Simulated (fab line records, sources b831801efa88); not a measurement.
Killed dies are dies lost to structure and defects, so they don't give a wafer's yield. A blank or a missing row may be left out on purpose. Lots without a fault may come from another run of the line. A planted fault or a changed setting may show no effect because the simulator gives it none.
Which tool did it? | flow sky130 | 13 lots, 39 wafers sampled, at 4 steps of a route of 708

WHAT THE GAUGES READ, wafer by wafer
SKY_METAL3_CD_MEAS_13: target cd 300 nm.
lot  | measured     | on        | cd_nm (nm)
L365 | day 38 07:08 | cd_sem-01 | 301.4 299.7 301.1
L366 | day 38 12:54 | cd_sem-01 | 302.5 303.2 302.9
L368 | day 39 05:52 | cd_sem-02 | 299.6 298.5 300.0
L369 | day 39 16:40 | cd_sem-01 | 296.6 299.0 297.4
L372 | day 40 17:07 | cd_sem-01 | 300.4 299.7 300.2
L378 | day 42 11:33 | cd_sem-02 | 301.2 301.4 300.4
L379 | day 42 14:59 | cd_sem-02 | 300.0 300.2 298.4
L382 | day 43 09:20 | cd_sem-02 | 299.9 300.6 299.9
L383 | day 44 02:14 | cd_sem-01 | 299.3 299.1 299.0
L384 | day 44 03:01 | cd_sem-01 | 299.2 299.2 298.0
L385 | day 44 03:33 | cd_sem-01 | 298.8 300.4 299.3
L386 | day 44 11:14 | cd_sem-02 | 302.7 302.3 301.6
L388 | day 45 01:50 | cd_sem-01 | 297.9 297.5 298.9

SKY_VIA3_OVL_MEAS_13.
lot  | measured     | on         | VIA3_OVL (nm)
L365 | day 39 10:05 | overlay-02 | -1 0 0
L366 | day 39 15:59 | overlay-02 | 11 10 8
L368 | day 40 08:01 | overlay-02 | 7 3 4
L369 | day 40 18:11 | overlay-02 | -6 3 -7
L372 | day 41 19:02 | overlay-01 | -1 7 1
L378 | day 43 12:21 | overlay-02 | 7 5 6
L379 | day 43 15:53 | overlay-01 | -3 -5 -9
L382 | day 44 09:02 | overlay-01 | 11 6 11
L383 | day 45 01:35 | overlay-01 | 9 4 4
L384 | day 45 02:59 | overlay-01 | 5 1 2
L385 | day 45 03:38 | overlay-01 | 3 -5 -8
L386 | day 45 10:38 | overlay-02 | -4 -2 -3
L388 | day 46 00:17 | overlay-02 | 4 1 -1

SKY_METAL4_OVL_MEAS_14.
lot  | measured     | on         | METAL4_OVL (nm)
L365 | day 41 12:05 | overlay-01 | -2 -5 -3
L366 | day 41 18:41 | overlay-02 | 4 3 7
L368 | day 42 10:20 | overlay-02 | -8 -9 -13
L369 | day 42 20:26 | overlay-02 | 5 2 2
L372 | day 43 19:59 | overlay-01 | 3 10 4
L378 | day 45 11:50 | overlay-01 | 2 3 4
L379 | day 45 12:50 | overlay-02 | -3 -4 2
L382 | day 46 06:08 | overlay-01 | 0 -1 -9
L383 | day 46 20:53 | overlay-01 | -3 3 3
L384 | day 46 22:14 | overlay-02 | 3 -1 10
L385 | day 46 23:11 | overlay-02 | -4 -7 -7
L386 | day 47 04:50 | overlay-01 | 0 1 -1
L388 | day 47 19:20 | overlay-01 | -4 2 -1

WHICH TOOL RAN EACH LOT (tool, then ch and the chambers of the sampled wafers, then the start)
lot  | SKY_CAP2M_STRIP_14
L365 | plasma_asher-04 ch 0,1, day 40 11:25
L366 | plasma_asher-01 ch 0,1, day 40 18:05
L368 | plasma_asher-01 ch 0,1, day 41 10:21
L369 | plasma_asher-01 ch 0,1, day 41 19:45
L372 | plasma_asher-02 ch 0,1, day 42 20:19
L378 | plasma_asher-04 ch 0,1, day 44 13:01
L379 | plasma_asher-02 ch 0,1, day 44 14:54
L382 | plasma_asher-01 ch 0,1, day 45 08:38
L383 | plasma_asher-04 ch 1, day 45 23:56
L384 | plasma_asher-01 ch 0,1, day 46 01:31
L385 | plasma_asher-02 ch 0,1, day 46 02:16
L386 | plasma_asher-02 ch 0,1, day 46 08:31
L388 | plasma_asher-01 ch 0, day 46 22:38
- SKY_CAP2M_STRIP_14: strips in O2/N2.

WHAT THE TOOLS THEMSELVES READ (means of the sampled wafers that have a number; where no wafer has one, the mark that the record gives instead)
SKY_CAP2M_STRIP_14.
lot  | tool            | drypump_motor_current_A (A) | o2_flow_sccm (sccm) | oes_product_au (a.u.) | strip_time_to_endpoint_s (s)
L365 | plasma_asher-04 | 4.9                         | 3007                | 0.707                 | 12.64
L366 | plasma_asher-01 | 5.6                         | 3005                | 0.707                 | 12.65
L368 | plasma_asher-01 | 5.8                         | 2402                | 0.704                 | 12.82
L369 | plasma_asher-01 | 5.6                         | 2394                | 0.698                 | 12.81
L372 | plasma_asher-02 | 5.5                         | 3006                | 0.712                 | 12.76
L378 | plasma_asher-04 | 4.9                         | 3000                | 0.712                 | 12.53
L379 | plasma_asher-02 | 5.5                         | 2992                | 0.705                 | 12.67
L382 | plasma_asher-01 | 5.8                         | 3003                | 0.707                 | 12.66
L383 | plasma_asher-04 | 4.7                         | 2995                | 0.711                 | 12.62
L384 | plasma_asher-01 | 5.6                         | 2990                | 0.710                 | 12.66
L385 | plasma_asher-02 | 5.5                         | 3003                | 0.710                 | 12.74
L386 | plasma_asher-02 | 5.5                         | 3006                | 0.715                 | 12.70
L388 | plasma_asher-01 | 5.4                         | 2997                | 0.711                 | 12.64

THE ANSWER, worked out from the rows above alone
Rule: what is usual is taken from the lots themselves. Put in order of their means at a reading, lots are off if they are a third of the lots or fewer, leave a main group of 4 or more, and stand apart from it by a gap of 3 or more times the standard deviation of the main group's means; of several such gaps the widest counts. A main group whose means are all the same, to the digits that the tables above print for the reading, isn't used. A lot without any number at a reading at which 4 lots or more have one is off too. The other lots that the step has rows for count as sound. The gauges are gone through in route order, then the tools' own readings, and for those a lot's mean is taken as printed above. The first step at which some lot is off is used, and at that step the reading that is off furthest; a lot without a number counts as furthest.
Off: L368, L369, at SKY_CAP2M_STRIP_14 (o2_flow_sccm). The main group: mean 3000 sccm, standard deviation 5.7.
A tool fits if, at that step or a process step before it, it ran every lot that is off, and no sound lot after the first of them. None of those tried fits.

WHAT THE SIMULATOR HAD PUT IN
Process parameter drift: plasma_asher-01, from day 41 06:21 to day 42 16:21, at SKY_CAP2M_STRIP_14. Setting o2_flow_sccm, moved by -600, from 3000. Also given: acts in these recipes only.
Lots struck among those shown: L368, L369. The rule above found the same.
